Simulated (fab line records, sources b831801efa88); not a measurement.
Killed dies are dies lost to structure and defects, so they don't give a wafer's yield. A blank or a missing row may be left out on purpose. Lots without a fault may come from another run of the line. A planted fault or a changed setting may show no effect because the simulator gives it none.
Chamber matching | flow gf180mcu | GF_V3_CMP_04 on cmp-02: 4 sister chambers
The step polishes SiO2. 8 wafers are shown with their chamber, then 8 later ones without.

WAFERS WITH THEIR CHAMBER
wafer  | chamber | motor_current_A (A) | slurry_flow_ml_min
L973.5 | 2       | 11.3                | 150.1
L974.4 | 2       | 11.2                | 149.9
L977.2 | 1       | 11.1                | 149.6
L977.3 | 3       | 10.7                | 150.2
L978.2 | 3       | 10.2                | 150.3
L978.3 | 0       | 13.0                | 150.5
L978.5 | 1       | 10.9                | 149.3
L981.2 | 0       | 13.3                | 150.9

WAFERS WITHOUT THEIR CHAMBER
wafer  | motor_current_A (A) | slurry_flow_ml_min
L981.4 | 11.4                | 149.7
L981.5 | 13.4                | 150.0
L993.1 | 11.4                | 149.9
L993.4 | 13.3                | 150.0
L993.6 | 10.6                | 151.1
L995.2 | 9.7                 | 149.9
L995.5 | 10.1                | 150.2
L995.6 | 13.5                | 150.6

WHICH CHAMBER EACH WENT THROUGH
wafer  | from the rows above     | in truth
L981.4 | can't be placed: 2 or 1 | 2
L981.5 | 0                       | 0
L993.1 | 2                       | 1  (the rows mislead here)
L993.4 | 0                       | 0
L993.6 | can't be placed: 3 or 2 | 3
L995.2 | 3                       | 3
L995.5 | 3                       | 3
L995.6 | 0                       | 0
Placed correctly: 5 of 8. Can't be placed from these rows: 2 (the true chamber is among the candidates in 2). Placed wrongly: 1.
How it was worked out, from the rows above alone: a wafer's distance from a chamber is the root of the sum, over the readings, of the square of ((its reading less the chamber's mean) divided by the reading's scatter). The wafer belongs to the nearest chamber; if the next one is less than 2 further off, it can't be placed. A chamber's mean is the mean of its shown wafers. The scatter: the root of (the sum of the squares of (reading less its chamber's mean) over the shown wafers, divided by (wafers less chambers)).
